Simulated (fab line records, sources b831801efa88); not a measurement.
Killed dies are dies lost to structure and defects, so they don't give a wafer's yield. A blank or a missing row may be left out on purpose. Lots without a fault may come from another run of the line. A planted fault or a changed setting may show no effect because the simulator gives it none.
Problem report in the 8D (eight disciplines) form, filled by code | flow sky130 | the parts of the form that need people (team, actions taken, sign-off) are left out

1. THE PROBLEM
cd_nm at SKY_SONOS_TUNNEL_CD_MEAS_07 reads a mean of 304.6 nm on 12 wafers of 4 lots; wafers without a fault read 410.1 nm with a standard deviation of 2.1. That is -50 standard deviations from the usual mean.
The step: target cd 410 nm.
First seen on wafer L561.1, day 14 11:53, on cd_sem-01. The record holds 39 wafers of 13 lots with a number at this step. Rule for "out", or "out of limits": more than 4 standard deviations from the usual mean. The other wafers with a number count as sound.

2. WHAT IT IS AND WHAT IT IS NOT
question                    | is                     | is not
which readings at this step | cd_nm                  | -
which lots                  | L561, L562, L565, L566 | L552, L553, L554, L556, L557, L568, L572, L574, L575
which wafers of those lots  | all that have a number | -
read on which gauges        | cd_sem-01              | cd_sem-02
when                        | from day 14 11:53      | up to then (15 sound wafers); but 12 sound wafers of L568, L572, L574, L575 came after

3. SUSPECTS, AND WHAT RULES EACH OUT
Counting: a tool at a process step up to the reading stays a suspect if it ran every lot that is out and no sound lot after the first of them.
- the gauge at SKY_SONOS_TUNNEL_CD_MEAS_07: ruled out. All the wafers that are out were read on cd_sem-01, but those of them that SKY_SONOS_TUNNEL_EXPOSE_04 has rows for are out there too, on other tools.
- iline_stepper-02 at SKY_SONOS_TUNNEL_EXPOSE_04 (exposes mask TUNM, target cd 410 nm): kept. It ran every lot that is out, first L561 (day 13 23:16), and no sound lot after that; its last sound lot up to then is L557 (day 12 14:22). Its own readings are out on those wafers: exposure_dose_mJ_cm2.
Left after counting: iline_stepper-02 at SKY_SONOS_TUNNEL_EXPOSE_04.

4. THE CAUSE (what the simulator had put in)
Process parameter drift: iline_stepper-02, from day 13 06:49 on, at SKY_SONOS_TUNNEL_EXPOSE_04. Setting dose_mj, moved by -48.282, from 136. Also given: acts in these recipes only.
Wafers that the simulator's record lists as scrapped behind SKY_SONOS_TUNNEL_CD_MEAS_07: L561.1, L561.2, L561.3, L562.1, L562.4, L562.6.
Counting left only this tool.

5. THE CHAIN OF EFFECTS, in route order
Each row: a reading whose mean over the struck wafers that have a number lies more than 3 standard deviations from the usual. Only readings for which the record gives a usual standard deviation are gone through. hours: the time from each lot's start at the first step in this table that gives one to its start at this step, as a median over the lots. sigmas: the change in usual standard deviations.
hours | step                        | reading              | usual    | on struck wafers | change | sigmas
0     | SKY_SONOS_TUNNEL_EXPOSE_04  | exposure_dose_mJ_cm2 | 135.93   | 94.39            | -41.54 | -99 or more
13    | SKY_SONOS_TUNNEL_CD_MEAS_07 | cd_nm                | 410.1 nm | 304.6            | -105.5 | -50
819   | SKY_PAD_OPEN_PROBE_99       | killed_at_front_end  | 15       | 350              | +335   | +76
819   | SKY_PAD_OPEN_PROBE_99       | killed_dies          | 87       | 423              | +336   | +34
819   | SKY_PAD_OPEN_PROBE_99       | killed_on_rim        | 17       | 82               | +66    | +16
The process steps in it:
- SKY_SONOS_TUNNEL_EXPOSE_04: exposes mask TUNM, target cd 410 nm.
- SKY_PAD_OPEN_PROBE_99

6. WHAT WOULD HAVE CAUGHT IT SOONER
In this record the first reading out of limits at a measuring or inspecting step was taken at day 14 11:53, 29 hours after the fault began at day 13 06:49.
The tool's own readings at SKY_SONOS_TUNNEL_EXPOSE_04 were out on every struck wafer that the step has a row for (exposure_dose_mJ_cm2): an alarm limit on them would have fired on the first of those.
Of the lots that are out (4), L565, L566 began SKY_SONOS_TUNNEL_EXPOSE_04 on iline_stepper-02 after day 14 11:53. A hold on the tool at that time would have spared those 2.
